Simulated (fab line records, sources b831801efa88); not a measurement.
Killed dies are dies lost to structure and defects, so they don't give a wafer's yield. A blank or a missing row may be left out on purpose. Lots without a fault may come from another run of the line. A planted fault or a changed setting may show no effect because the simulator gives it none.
Which tool did it? | flow sky130 | 12 lots, 36 wafers sampled, at 3 steps of a route of 708

WHAT THE GAUGES READ, wafer by wafer
SKY_VIA2_OVL_MEAS_13. Usual: VIA2_OVL -2 nm, standard deviation 5.8.
lot  | measured     | on         | VIA2_OVL (nm) | flag
L300 | day 36 21:02 | overlay-01 | 1 2 3         |
L301 | day 37 03:02 | overlay-02 | -3 -3 -6      |
L304 | day 38 14:47 | overlay-01 | 7 5 9         |
L305 | day 38 16:39 | overlay-01 | -6 -11 -4     |
L307 | day 38 20:05 | overlay-01 | -9 -2 -9      |
L311 | day 40 00:11 | overlay-01 | 1 -3 -3       |
L314 | day 42 00:22 | overlay-01 | -8 -15 -8     |
L316 | day 42 02:16 | overlay-01 | 3 8 8         |
L315 | day 42 03:44 | overlay-01 | -9 2 -4       |
L318 | day 42 07:05 | overlay-01 | -8 -9 -5      |
L319 | day 42 11:16 | overlay-01 | -3 4 -4       |
L320 | day 42 15:59 | overlay-02 | 1 3 6         |

WHICH TOOL RAN EACH LOT (tool, then ch and the chambers of the sampled wafers, then the start)
lot  | SKY_METAL2_SPUTTER_03        | SKY_VIA2_SOFTBAKE_08
L300 | pvd_sputter-01, day 34 15:25 | litho_track-02 ch 0, day 36 08:00
L301 | pvd_sputter-01, day 34 22:10 | litho_track-04 ch 0, day 36 13:00
L304 | pvd_sputter-01, day 36 09:43 | litho_track-04 ch 0, day 38 01:00
L305 | pvd_sputter-01, day 36 11:31 | litho_track-01 ch 0, day 38 03:00
L307 | pvd_sputter-02, day 36 13:56 | litho_track-02 ch 0, day 38 07:00
L311 | pvd_sputter-02, day 37 20:31 | litho_track-02 ch 0, day 39 11:00
L314 | pvd_sputter-03, day 39 22:10 | litho_track-02 ch 0, day 41 12:00
L316 | pvd_sputter-01, day 39 23:43 | litho_track-01 ch 0, day 41 14:00
L315 | pvd_sputter-02, day 40 02:34 | litho_track-02 ch 0, day 41 15:00
L318 | pvd_sputter-01, day 40 04:40 | litho_track-04 ch 0, day 41 18:00
L319 | pvd_sputter-01, day 40 09:16 | litho_track-01 ch 0, day 41 23:00
L320 | pvd_sputter-03, day 40 14:17 | litho_track-01 ch 0, day 42 04:00
- SKY_METAL2_SPUTTER_03: material Ti, target thk 5 nm, time 3.3 s.
- SKY_VIA2_SOFTBAKE_08: time 90 s.

WHAT THE TOOLS THEMSELVES READ (means of the sampled wafers that have a number; where no wafer has one, the mark that the record gives instead)
SKY_METAL2_SPUTTER_03. Usual: chamber_pressure_pa 0.4000 Pa, standard deviation 0.0008; throttle_valve_pct 29.7 %, standard deviation 1.
lot  | tool           | chamber_pressure_pa (Pa) | throttle_valve_pct (%) | flag
L300 | pvd_sputter-01 | 0.4006                   | 30.2                   |
L301 | pvd_sputter-01 | 0.4000                   | 30.0                   |
L304 | pvd_sputter-01 | 0.4000                   | 30.4                   |
L305 | pvd_sputter-01 | 0.4004                   | 30.0                   |
L307 | pvd_sputter-02 | 0.4001                   | 29.8                   |
L311 | pvd_sputter-02 | 0.3994                   | 29.8                   |
L314 | pvd_sputter-03 | 0.4010                   | 29.3                   |
L316 | pvd_sputter-01 | 0.3996                   | 30.2                   |
L315 | pvd_sputter-02 | 0.4006                   | 29.4                   |
L318 | pvd_sputter-01 | 0.4001                   | 30.3                   |
L319 | pvd_sputter-01 | 0.4000                   | 30.3                   |
L320 | pvd_sputter-03 | 0.4010                   | 29.1                   |

SKY_VIA2_SOFTBAKE_08. Usual: heater_power_total_W 57.38 W, standard deviation 0.11; resist_line_temp_C 22.98 C, standard deviation 0.093; run_length_s 118.89 s, standard deviation 0.24.
lot  | tool           | heater_power_total_W (W) | resist_line_temp_C (C) | run_length_s (s) | flag
L300 | litho_track-02 | 57.41                    | 23.00                  | 118.59           |
L301 | litho_track-04 | 57.34                    | 22.88                  | 118.76           |
L304 | litho_track-04 | 57.42                    | 22.98                  | 118.76           |
L305 | litho_track-01 | 57.42                    | 22.94                  | 119.13           |
L307 | litho_track-02 | 57.39                    | 23.06                  | 118.69           |
L311 | litho_track-02 | 57.44                    | 22.84                  | 118.67           |
L314 | litho_track-02 | 58.60                    | 23.07                  | 112.44           | OFF
L316 | litho_track-01 | 57.40                    | 23.01                  | 119.18           |
L315 | litho_track-02 | 58.67                    | 22.91                  | 112.38           | OFF
L318 | litho_track-04 | 57.33                    | 23.11                  | 118.78           |
L319 | litho_track-01 | 57.26                    | 22.97                  | 119.23           |
L320 | litho_track-01 | 57.43                    | 22.97                  | 119.15           |

THE ANSWER, worked out from the rows above alone
Rule: a lot is off if the mean of its wafers that have a number lies more than 3 standard deviations from the usual mean. A lot without any number at a reading at which 4 lots or more have one is off too. The other lots that the step has rows for count as sound. The gauges are gone through in route order, then the tools' own readings, and for those a lot's mean is taken as printed above. The first step at which some lot is off is used, and at that step the reading that is off furthest; a lot without a number counts as furthest.
Off: L314, L315, at SKY_VIA2_SOFTBAKE_08 (run_length_s).
A tool fits if, at that step or a process step before it, it ran every lot that is off, and no sound lot after the first of them. One fits: litho_track-02 at SKY_VIA2_SOFTBAKE_08. Its last sound lot is L311 (day 39 11:00), its first lot that is off L314 (day 41 12:00): a fault that began between those two fits.
The tool's own readings at SKY_VIA2_SOFTBAKE_08 bear it out: on the lots that are off they differ by more than 5 times the standard deviation of the sound lots' means. heater_power_total_W reads 58.64 W there against 57.38 W on the sound lots; run_length_s reads 112.41 s there against 118.89 s on the sound lots.

WHAT THE SIMULATOR HAD PUT IN
Process parameter drift: litho_track-02, from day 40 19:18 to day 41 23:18, at SKY_VIA2_SOFTBAKE_08. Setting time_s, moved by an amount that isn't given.
Lots struck among those shown: L314, L315. The rule above found the same.
